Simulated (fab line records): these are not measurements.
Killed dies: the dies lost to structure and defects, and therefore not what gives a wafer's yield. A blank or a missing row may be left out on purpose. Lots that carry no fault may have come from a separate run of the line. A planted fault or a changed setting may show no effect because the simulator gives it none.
The tool behind it: which one? :: flow sky130 :: 33 wafers from 11 lots sampled at 6 of the route's 708 steps

== WHAT THE GAUGES READ, wafer by wafer ==
The record lacks any reading of a measuring or inspecting step that a usual standard deviation could be used to judge.

== TOOL THAT RAN EACH LOT (tool first, then ch and the chambers of the sampled wafers, then the start) ==
lot: L832
SKY_CONTACT_SPUTTER_23: pvdSputter-02, day 32 08:37
SKY_CONTACT_CVD_24: cvdW-02 ch 0,1, day 32 08:43
SKY_METAL1_SPUTTER_02: pvdSputter-04, day 32 09:19
SKY_METAL1_METAL_ETCH_19: rieMetal-03 ch 0,1, day 33 12:40
SKY_METAL1_STRIP_20: plasmaAsher-01 ch 0,1, day 33 12:46
SKY_PAD_OPEN_PROBE_99: prober-01, day 46 11:01

lot: L835
SKY_CONTACT_SPUTTER_23: pvdSputter-02, day 32 22:18
SKY_CONTACT_CVD_24: cvdW-02 ch 0,1, day 32 22:28
SKY_METAL1_SPUTTER_02: pvdSputter-04, day 32 23:04
SKY_METAL1_METAL_ETCH_19: rieMetal-03 ch 0,1, day 34 01:44
SKY_METAL1_STRIP_20: plasmaAsher-02 ch 0,1, day 34 01:50
SKY_PAD_OPEN_PROBE_99: prober-02, day 46 19:02

lot: L839
SKY_CONTACT_SPUTTER_23: pvdSputter-01, day 33 22:32
SKY_CONTACT_CVD_24: cvdW-02 ch 0,1, day 33 22:35
SKY_METAL1_SPUTTER_02: pvdSputter-03, day 33 23:14
SKY_METAL1_METAL_ETCH_19: rieMetal-03 ch 0, day 35 02:34
SKY_METAL1_STRIP_20: plasmaAsher-02 ch 0,1, day 35 02:39
SKY_PAD_OPEN_PROBE_99: prober-02, day 47 14:32

lot: L844
SKY_CONTACT_SPUTTER_23: pvdSputter-03, day 35 11:26
SKY_CONTACT_CVD_24: cvdW-01 ch 0,1, day 35 11:29
SKY_METAL1_SPUTTER_02: pvdSputter-02, day 35 12:08
SKY_METAL1_METAL_ETCH_19: rieMetal-04 ch 0,1, day 36 14:46
SKY_METAL1_STRIP_20: plasmaAsher-03 ch 1, day 36 14:51
SKY_PAD_OPEN_PROBE_99: prober-01, day 48 18:16

lot: L845
SKY_CONTACT_SPUTTER_23: pvdSputter-02, day 35 18:26
SKY_CONTACT_CVD_24: cvdW-01 ch 0,1, day 35 18:32
SKY_METAL1_SPUTTER_02: pvdSputter-04, day 35 19:08
SKY_METAL1_METAL_ETCH_19: rieMetal-01 ch 0,1, day 36 21:29
SKY_METAL1_STRIP_20: plasmaAsher-03 ch 0,1, day 36 21:35
SKY_PAD_OPEN_PROBE_99: prober-02, day 48 22:32

lot: L848
SKY_CONTACT_SPUTTER_23: pvdSputter-01, day 36 18:22
SKY_CONTACT_CVD_24: cvdW-02 ch 0,1, day 36 18:26
SKY_METAL1_SPUTTER_02: pvdSputter-03, day 36 19:04
SKY_METAL1_METAL_ETCH_19: rieMetal-04 ch 0, day 37 21:18
SKY_METAL1_STRIP_20: plasmaAsher-01 ch 0,1, day 37 21:23
SKY_PAD_OPEN_PROBE_99: prober-01, day 49 15:08

lot: L850
SKY_CONTACT_SPUTTER_23: pvdSputter-01, day 37 11:31
SKY_CONTACT_CVD_24: cvdW-01 ch 0,1, day 37 11:34
SKY_METAL1_SPUTTER_02: pvdSputter-04, day 37 12:13
SKY_METAL1_METAL_ETCH_19: rieMetal-01 ch 0,1, day 38 13:45
SKY_METAL1_STRIP_20: plasmaAsher-01 ch 0,1, day 38 13:50
SKY_PAD_OPEN_PROBE_99: prober-01, day 50 00:56

lot: L851
SKY_CONTACT_SPUTTER_23: pvdSputter-02, day 37 12:29
SKY_CONTACT_CVD_24: cvdW-02 ch 1, day 37 12:33
SKY_METAL1_SPUTTER_02: pvdSputter-04, day 37 13:11
SKY_METAL1_METAL_ETCH_19: rieMetal-04 ch 0,1, day 38 14:06
SKY_METAL1_STRIP_20: plasmaAsher-03 ch 0,1, day 38 14:11
SKY_PAD_OPEN_PROBE_99: prober-02, day 50 03:04

lot: L852
SKY_CONTACT_SPUTTER_23: pvdSputter-02, day 37 23:08
SKY_CONTACT_CVD_24: cvdW-01 ch 0,1, day 37 23:12
SKY_METAL1_SPUTTER_02: pvdSputter-02, day 37 23:50
SKY_METAL1_METAL_ETCH_19: rieMetal-04 ch 0,1, day 39 01:03
SKY_METAL1_STRIP_20: plasmaAsher-02 ch 0,1, day 39 01:08
SKY_PAD_OPEN_PROBE_99: prober-01, day 50 10:08

lot: L854
SKY_CONTACT_SPUTTER_23: pvdSputter-03, day 38 09:16
SKY_CONTACT_CVD_24: cvdW-01 ch 0,1, day 38 09:22
SKY_METAL1_SPUTTER_02: pvdSputter-02, day 38 09:58
SKY_METAL1_METAL_ETCH_19: rieMetal-01 ch 0,1, day 39 11:41
SKY_METAL1_STRIP_20: plasmaAsher-02 ch 0,1, day 39 11:46
SKY_PAD_OPEN_PROBE_99: prober-01, day 50 14:46

lot: L855
SKY_CONTACT_SPUTTER_23: pvdSputter-03, day 38 14:30
SKY_CONTACT_CVD_24: cvdW-01 ch 0,1, day 38 14:34
SKY_METAL1_SPUTTER_02: pvdSputter-04, day 38 15:13
SKY_METAL1_METAL_ETCH_19: rieMetal-01 ch 0, day 39 17:12
SKY_METAL1_STRIP_20: plasmaAsher-02 ch 0,1, day 39 17:17
SKY_PAD_OPEN_PROBE_99: prober-02, day 50 19:00
- SKY_CONTACT_SPUTTER_23: material TiN, target thk 20 nm, time 80 s.
- SKY_CONTACT_CVD_24: deposits W, target thk 340 nm, time 102.12 s.
- SKY_METAL1_SPUTTER_02: material AlCu, target thk 250 nm, time 13.3 s.
- SKY_METAL1_METAL_ETCH_19: etches the open film in Cl2/BCl3, stops on SiO2, target depth 360 nm, time 78 s.
- SKY_METAL1_STRIP_20: strips in O2/N2.
- SKY_PAD_OPEN_PROBE_99

== WHAT THE TOOLS THEMSELVES READ (means of the sampled wafers that have a number; where no wafer has one, the mark that the record gives instead) ==
SKY_CONTACT_SPUTTER_23.
lot: L832
tool: pvdSputter-02
throttleValvePct (%): 31.2

lot: L835
tool: pvdSputter-02
throttleValvePct (%): 29.5

lot: L839
tool: pvdSputter-01
throttleValvePct (%): 30.2

lot: L844
tool: pvdSputter-03
throttleValvePct (%): 30.7

lot: L845
tool: pvdSputter-02
throttleValvePct (%): 30.3

lot: L848
tool: pvdSputter-01
throttleValvePct (%): 30.5

lot: L850
tool: pvdSputter-01
throttleValvePct (%): 30.2

lot: L851
tool: pvdSputter-02
throttleValvePct (%): 30.8

lot: L852
tool: pvdSputter-02
throttleValvePct (%): 30.7

lot: L854
tool: pvdSputter-03
throttleValvePct (%): 31.1

lot: L855
tool: pvdSputter-03
throttleValvePct (%): 30.8

SKY_CONTACT_CVD_24.
lot: L832
tool: cvdW-02
heaterPowerW (W): 977

lot: L835
tool: cvdW-02
heaterPowerW (W): 944

lot: L839
tool: cvdW-02
heaterPowerW (W): 944

lot: L844
tool: cvdW-01
heaterPowerW (W): 909

lot: L845
tool: cvdW-01
heaterPowerW (W): 911

lot: L848
tool: cvdW-02
heaterPowerW (W): 991

lot: L850
tool: cvdW-01
heaterPowerW (W): 933

lot: L851
tool: cvdW-02
heaterPowerW (W): 990

lot: L852
tool: cvdW-01
heaterPowerW (W): 956

lot: L854
tool: cvdW-01
heaterPowerW (W): 929

lot: L855
tool: cvdW-01
heaterPowerW (W): 923

SKY_METAL1_SPUTTER_02.
lot: L832
tool: pvdSputter-04
throttleValvePct (%): 30.3

lot: L835
tool: pvdSputter-04
throttleValvePct (%): 29.4

lot: L839
tool: pvdSputter-03
throttleValvePct (%): 31.1

lot: L844
tool: pvdSputter-02
throttleValvePct (%): 30.7

lot: L845
tool: pvdSputter-04
throttleValvePct (%): 30.5

lot: L848
tool: pvdSputter-03
throttleValvePct (%): 29.6

lot: L850
tool: pvdSputter-04
throttleValvePct (%): 30.2

lot: L851
tool: pvdSputter-04
throttleValvePct (%): 30.0

lot: L852
tool: pvdSputter-02
throttleValvePct (%): 30.2

lot: L854
tool: pvdSputter-02
throttleValvePct (%): 31.1

lot: L855
tool: pvdSputter-04
throttleValvePct (%): 30.3

SKY_METAL1_METAL_ETCH_19.
lot: L832
tool: rieMetal-03
drypumpMotorCurrentA (A): 6.2
oesProductAu (a.u.): 0.853
rfFwdPowerW (W): 892.3
throttleValvePct (%): 22.270

lot: L835
tool: rieMetal-03
drypumpMotorCurrentA (A): 6.0
oesProductAu (a.u.): 0.856
rfFwdPowerW (W): 894.7
throttleValvePct (%): 22.258

lot: L839
tool: rieMetal-03
drypumpMotorCurrentA (A): 5.6
oesProductAu (a.u.): 0.854
rfFwdPowerW (W): 749.9
throttleValvePct (%): 22.255

lot: L844
tool: rieMetal-04
drypumpMotorCurrentA (A): 4.8
oesProductAu (a.u.): 0.856
rfFwdPowerW (W): 891.8
throttleValvePct (%): 22.267

lot: L845
tool: rieMetal-01
drypumpMotorCurrentA (A): 5.4
oesProductAu (a.u.): 0.857
rfFwdPowerW (W): 895.1
throttleValvePct (%): 22.265

lot: L848
tool: rieMetal-04
drypumpMotorCurrentA (A): 4.7
oesProductAu (a.u.): 0.856
rfFwdPowerW (W): 897.1
throttleValvePct (%): 22.266

lot: L850
tool: rieMetal-01
drypumpMotorCurrentA (A): 5.2
oesProductAu (a.u.): 0.857
rfFwdPowerW (W): 891.8
throttleValvePct (%): 22.263

lot: L851
tool: rieMetal-04
drypumpMotorCurrentA (A): 5.0
oesProductAu (a.u.): 0.855
rfFwdPowerW (W): 896.4
throttleValvePct (%): 22.265

lot: L852
tool: rieMetal-04
drypumpMotorCurrentA (A): 5.0
oesProductAu (a.u.): 0.862
rfFwdPowerW (W): 892.9
throttleValvePct (%): 22.267

lot: L854
tool: rieMetal-01
drypumpMotorCurrentA (A): 5.4
oesProductAu (a.u.): 0.859
rfFwdPowerW (W): 892.8
throttleValvePct (%): 22.271

lot: L855
tool: rieMetal-01
drypumpMotorCurrentA (A): 5.0
oesProductAu (a.u.): 0.851
rfFwdPowerW (W): 891.8
throttleValvePct (%): 22.268

SKY_METAL1_STRIP_20.
lot: L832
tool: plasmaAsher-01
drypumpMotorCurrentA (A): 6.3
oesProductAu (a.u.): 0.345
stripTimeToEndpointS (s): 2.76

lot: L835
tool: plasmaAsher-02
drypumpMotorCurrentA (A): 5.3
oesProductAu (a.u.): 0.344
stripTimeToEndpointS (s): 2.70

lot: L839
tool: plasmaAsher-02
drypumpMotorCurrentA (A): 5.3
oesProductAu (a.u.): 0.357
stripTimeToEndpointS (s): 3.03

lot: L844
tool: plasmaAsher-03
drypumpMotorCurrentA (A): 5.9
oesProductAu (a.u.): 0.340
stripTimeToEndpointS (s): 2.70

lot: L845
tool: plasmaAsher-03
drypumpMotorCurrentA (A): 6.2
oesProductAu (a.u.): 0.338
stripTimeToEndpointS (s): 2.61

lot: L848
tool: plasmaAsher-01
drypumpMotorCurrentA (A): 6.0
oesProductAu (a.u.): 0.345
stripTimeToEndpointS (s): 2.66

lot: L850
tool: plasmaAsher-01
drypumpMotorCurrentA (A): 6.4
oesProductAu (a.u.): 0.341
stripTimeToEndpointS (s): 2.63

lot: L851
tool: plasmaAsher-03
drypumpMotorCurrentA (A): 6.1
oesProductAu (a.u.): 0.339
stripTimeToEndpointS (s): 2.69

lot: L852
tool: plasmaAsher-02
drypumpMotorCurrentA (A): 5.3
oesProductAu (a.u.): 0.343
stripTimeToEndpointS (s): 2.71

lot: L854
tool: plasmaAsher-02
drypumpMotorCurrentA (A): 5.7
oesProductAu (a.u.): 0.338
stripTimeToEndpointS (s): 2.57

lot: L855
tool: plasmaAsher-02
drypumpMotorCurrentA (A): 5.7
oesProductAu (a.u.): 0.338
stripTimeToEndpointS (s): 2.64

SKY_PAD_OPEN_PROBE_99.
lot: L832
tool: prober-01
defectLimitedYield (%): 81.0
killed_at_M0_to_M3: 47
killed_at_M4_up: 4.3
killedAtContacts: 29
killedAtFrontEnd: 13
killedAtOther: 0.3
killedDies: 93
killedOnRim: 18
killedOpen: 52
killedShort: 42
sort_bin_3_pad_short (%): 0.9
sort_bin_5_function (%): 11.7
sort_bin_6_memory (%): 6.4
sortNPass: 399
sortYieldPct (%): 81.0

lot: L835
tool: prober-02
defectLimitedYield (%): 82.4
killed_at_M0_to_M3: 44
killed_at_M4_up: 3.0
killedAtContacts: 22
killedAtFrontEnd: 17
killedAtOther: 0.0
killedDies: 86
killedOnRim: 21
killedOpen: 48
killedShort: 38
sort_bin_3_pad_short (%): 1.0
sort_bin_5_function (%): 10.5
sort_bin_6_memory (%): 6.0
sortNPass: 406
sortYieldPct (%): 82.4

lot: L839
tool: prober-02
defectLimitedYield (%): 83.3
killed_at_M0_to_M3: 37
killed_at_M4_up: 3.0
killedAtContacts: 25
killedAtFrontEnd: 18
killedAtOther: 0.0
killedDies: 82
killedOnRim: 17
killedOpen: 47
killedShort: 35
sort_bin_3_pad_short (%): 0.7
sort_bin_5_function (%): 9.8
sort_bin_6_memory (%): 6.2
sortNPass: 410
sortYieldPct (%): 83.3

lot: L844
tool: prober-01
defectLimitedYield (%): 82.3
killed_at_M0_to_M3: 45
killed_at_M4_up: 3.3
killedAtContacts: 26
killedAtFrontEnd: 13
killedAtOther: 0.0
killedDies: 87
killedOnRim: 19
killedOpen: 50
killedShort: 37
sort_bin_3_pad_short (%): 0.8
sort_bin_5_function (%): 10.7
sort_bin_6_memory (%): 6.2
sortNPass: 405
sortYieldPct (%): 82.3

lot: L845
tool: prober-02
defectLimitedYield (%): 83.0
killed_at_M0_to_M3: 38
killed_at_M4_up: 3.0
killedAtContacts: 25
killedAtFrontEnd: 17
killedAtOther: 0.7
killedDies: 84
killedOnRim: 14
killedOpen: 47
killedShort: 37
sort_bin_3_pad_short (%): 0.9
sort_bin_5_function (%): 10.1
sort_bin_6_memory (%): 6.0
sortNPass: 408
sortYieldPct (%): 83.0

lot: L848
tool: prober-01
defectLimitedYield (%): 81.8
killed_at_M0_to_M3: 44
killed_at_M4_up: 4.7
killedAtContacts: 26
killedAtFrontEnd: 14
killedAtOther: 0.0
killedDies: 89
killedOnRim: 14
killedOpen: 51
killedShort: 39
sort_bin_3_pad_short (%): 1.1
sort_bin_5_function (%): 10.8
sort_bin_6_memory (%): 6.3
sortNPass: 403
sortYieldPct (%): 81.8

lot: L850
tool: prober-01
defectLimitedYield (%): 84.6
killed_at_M0_to_M3: 35
killed_at_M4_up: 1.7
killedAtContacts: 22
killedAtFrontEnd: 17
killedAtOther: 0.3
killedDies: 76
killedOnRim: 15
killedOpen: 42
killedShort: 34
sort_bin_3_pad_short (%): 0.5
sort_bin_5_function (%): 8.4
sort_bin_6_memory (%): 6.5
sortNPass: 416
sortYieldPct (%): 84.6

lot: L851
tool: prober-02
defectLimitedYield (%): 82.4
killed_at_M0_to_M3: 43
killed_at_M4_up: 3.7
killedAtContacts: 29
killedAtFrontEnd: 10
killedAtOther: 0.3
killedDies: 87
killedOnRim: 14
killedOpen: 45
killedShort: 41
sort_bin_3_pad_short (%): 0.7
sort_bin_5_function (%): 11.0
sort_bin_6_memory (%): 6.0
sortNPass: 405
sortYieldPct (%): 82.4

lot: L852
tool: prober-01
defectLimitedYield (%): 81.4
killed_at_M0_to_M3: 42
killed_at_M4_up: 3.0
killedAtContacts: 30
killedAtFrontEnd: 16
killedAtOther: 0.3
killedDies: 92
killedOnRim: 18
killedOpen: 49
killedShort: 42
sort_bin_3_pad_short (%): 1.2
sort_bin_5_function (%): 10.4
sort_bin_6_memory (%): 7.0
sortNPass: 400
sortYieldPct (%): 81.4

lot: L854
tool: prober-01
defectLimitedYield (%): 82.7
killed_at_M0_to_M3: 53
killed_at_M4_up: 2.3
killedAtContacts: 20
killedAtFrontEnd: 10
killedAtOther: 0.0
killedDies: 85
killedOnRim: 17
killedOpen: 45
killedShort: 41
sort_bin_3_pad_short (%): 0.8
sort_bin_5_function (%): 10.4
sort_bin_6_memory (%): 6.1
sortNPass: 407
sortYieldPct (%): 82.7

lot: L855
tool: prober-02
defectLimitedYield (%): 83.5
killed_at_M0_to_M3: 38
killed_at_M4_up: 4.7
killedAtContacts: 23
killedAtFrontEnd: 15
killedAtOther: 0.7
killedDies: 81
killedOnRim: 14
killedOpen: 43
killedShort: 38
sort_bin_3_pad_short (%): 0.5
sort_bin_5_function (%): 10.4
sort_bin_6_memory (%): 5.6
sortNPass: 411
sortYieldPct (%): 83.5

== THE ANSWER, worked out from the rows above alone ==
Rule: the lots themselves supply what counts as usual. Put in order of their means at a reading, lots are off if they are a third of the lots or fewer, leave a main group of 4 or more, and stand apart from it by a gap of 3 or more times the standard deviation of the main group's means; of several such gaps the widest counts. A main group is skipped when, at the precision printed for the reading in the tables above, its means are all equal. A lot without any number at a reading at which 4 lots or more have one is off too. Any other lot the step has rows for is counted as sound. The gauges are gone through in route order, then the tools' own readings, and for those a lot's mean is taken as printed above. At the first step where some lot is off, the reading lying furthest off is the one used; lots without a number count as furthest.
Off: L839 (SKY_METAL1_METAL_ETCH_19, rfFwdPowerW). For the main group the mean is 893.7 W and the standard deviation 1.9.
A tool fits if, at that step or a process step before it, it ran every lot that is off, and no sound lot after the first of them. One candidate fits, namely rieMetal-03 at SKY_METAL1_METAL_ETCH_19. A fault onset in the window from L835 (day 34 01:44, its last sound lot) to L839 (day 35 02:34, its first lot off) fits.
On the lots that are off, the tool's own readings at SKY_METAL1_METAL_ETCH_19 differ by more than 5 times the standard deviation of the sound lots' means, which bears it out; rfFwdPowerW reads 749.9 W there versus 893.7 W on the sound lots.

== WHAT THE SIMULATOR PUT IN ==
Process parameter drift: rieMetal-03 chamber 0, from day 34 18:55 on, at SKY_METAL1_METAL_ETCH_19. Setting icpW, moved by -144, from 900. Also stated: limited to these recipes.
Shown lots that were struck: L839. The rule above reached the same finding.
